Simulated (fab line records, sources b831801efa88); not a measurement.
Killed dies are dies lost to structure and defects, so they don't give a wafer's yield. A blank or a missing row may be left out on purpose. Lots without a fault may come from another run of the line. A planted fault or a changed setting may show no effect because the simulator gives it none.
Which tool did it? | flow gf180mcu | 6 lots, 18 wafers sampled, at 3 steps of a route of 602

WHAT THE GAUGES READ, wafer by wafer
GF_M3_THK_MEAS_06: measures by xrf.
lot  | measured     | on            | M3_ALCU_THK (nm)
L337 | day 20 20:32 | film_metro-02 | 435 436 436
L339 | day 21 06:20 | film_metro-02 | 446 454 450
L350 | day 25 14:50 | film_metro-01 | 436 436 443
L352 | day 26 14:26 | film_metro-01 | 445 446 441
L355 | day 27 01:11 | film_metro-04 | 450 460 451
L359 | day 27 21:25 | film_metro-01 | 441 457 447

WHICH TOOL RAN EACH LOT (tool, then ch and the chambers of the sampled wafers, then the start)
lot  | GF_M3_SPUTTER_03             | GF_M3_SPUTTER_04
L337 | pvd_sputter-02, day 20 20:21 | pvd_sputter-02, day 20 20:22
L339 | pvd_sputter-01, day 21 06:08 | pvd_sputter-01, day 21 06:10
L350 | pvd_sputter-04, day 25 14:39 | pvd_sputter-04, day 25 14:40
L352 | pvd_sputter-04, day 26 14:16 | pvd_sputter-04, day 26 14:17
L355 | pvd_sputter-04, day 27 01:00 | pvd_sputter-04, day 27 01:01
L359 | pvd_sputter-04, day 27 21:14 | pvd_sputter-04, day 27 21:16
- GF_M3_SPUTTER_03: material Ti, target thk 10 nm, time 6.7 s.
- GF_M3_SPUTTER_04: material TiN, target thk 50 nm, time 41.7 s.

THE ANSWER, worked out from the rows above alone
Rule: what is usual is taken from the lots themselves. Put in order of their means at a reading, lots are off if they are a third of the lots or fewer, leave a main group of 4 or more, and stand apart from it by a gap of 3 or more times the standard deviation of the main group's means; of several such gaps the widest counts. A main group whose means are all the same, to the digits that the tables above print for the reading, isn't used. A lot without any number at a reading at which 4 lots or more have one is off too. The other lots that the step has rows for count as sound.
No lot is off at any reading shown: from this, nothing can be told.

WHAT THE SIMULATOR HAD PUT IN
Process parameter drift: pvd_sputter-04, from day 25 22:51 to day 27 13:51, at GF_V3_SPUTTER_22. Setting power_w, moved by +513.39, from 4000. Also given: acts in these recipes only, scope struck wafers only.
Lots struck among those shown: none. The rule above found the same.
